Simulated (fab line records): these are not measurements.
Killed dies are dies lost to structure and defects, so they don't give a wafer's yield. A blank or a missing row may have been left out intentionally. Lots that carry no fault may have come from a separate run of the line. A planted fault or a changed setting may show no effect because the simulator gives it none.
2 desks looking at one fault + flow sky130 + each desk holds nothing but its own numbers, with what lay behind them at the end

== TOOL OWNER'S DESK, pvd sputter-03 ==
At SKY_METAL3_SPUTTER_01 (material TiN, target thk 20 nm, time 16.7 s) the tool's own readings: per lot run on this tool, the mean of the sampled wafers that have a number. Marked OUT: a lot whose mean sits more than 4 standard deviations from the usual mean, which makes it out of limits; the brackets give that distance.
Columns: A = cathode dc power W at SKY_METAL3_SPUTTER_01, usual 6500.0 W; B = chamber pressure pa at SKY_METAL3_SPUTTER_01, usual 0.4001 Pa; C = throttle valve pct at SKY_METAL3_SPUTTER_01, usual 30.1 %
| lot  | first seen here | A      | B                        | C    |
|------|-----------------|--------|--------------------------|------|
| L981 | day 37 01:55    | 6500.6 | 0.3997                   | 28.4 |
| L983 | day 38 00:26    | 6500.3 | 0.4003                   | 30.5 |
| L989 | day 39 15:23    | 6499.0 | 0.4889 (+99 or more) OUT | 27.6 |
| L992 | day 40 01:49    | 6500.0 | 0.4881 (+99 or more) OUT | 26.7 |
This desk finds L989, L992 out of limits, L989 being first, at day 39 15:23 (chamber pressure pa at SKY_METAL3_SPUTTER_01). L981, L983 stayed within limits.

== METROLOGY DESK ==
Lot by lot, what the gauges showed, no matter which tool ran the lot: averages of those sampled wafers that carry a number. Marked OUT: a lot whose mean sits more than 4 standard deviations from the usual mean, which makes it out of limits; the brackets give that distance.
Columns: A = METAL2_OVL at SKY_METAL2_OVL_MEAS_16, usual 0 nm
| lot  | first seen here | A  |
|------|-----------------|----|
| L980 | day 35 18:58    | 1  |
| L981 | day 35 21:31    | 5  |
| L982 | day 36 09:10    | -3 |
| L983 | day 36 20:00    | 2  |
| L985 | day 37 06:52    | 8  |
| L989 | day 38 11:57    | -2 |
| L992 | day 38 22:07    | -1 |
| L998 | day 40 11:31    | -1 |
| L999 | day 40 17:48    | -4 |
| L101 | day 41 11:42    | 10 |
| L102 | day 41 12:52    | 3  |
| L103 | day 41 19:43    | 3  |
Result from this desk: across the 12 lots, nothing is out of limits.

== BROUGHT TOGETHER ==
An alarm could have come from the tool owner's desk at day 39 15:23, on L989, L992.
Metrology desk: nothing out of limits seen.
The metrology desk has L989, L992 on record, within its limits.
SKY_METAL3_SPUTTER_01 was run on pvd sputter-03 by each of the lots named.

== WHAT THE SIMULATOR HAD INSERTED ==
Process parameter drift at SKY_METAL3_SPUTTER_01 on pvd sputter-03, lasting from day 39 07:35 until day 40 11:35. Setting chamber pressure pa shifted by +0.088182 from 0.4. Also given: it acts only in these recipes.
Lots struck among those shown: L989, L992.
How many hours passed from the start of the fault until each desk's first out-of-limits reading: the tool owner's desk, 8.
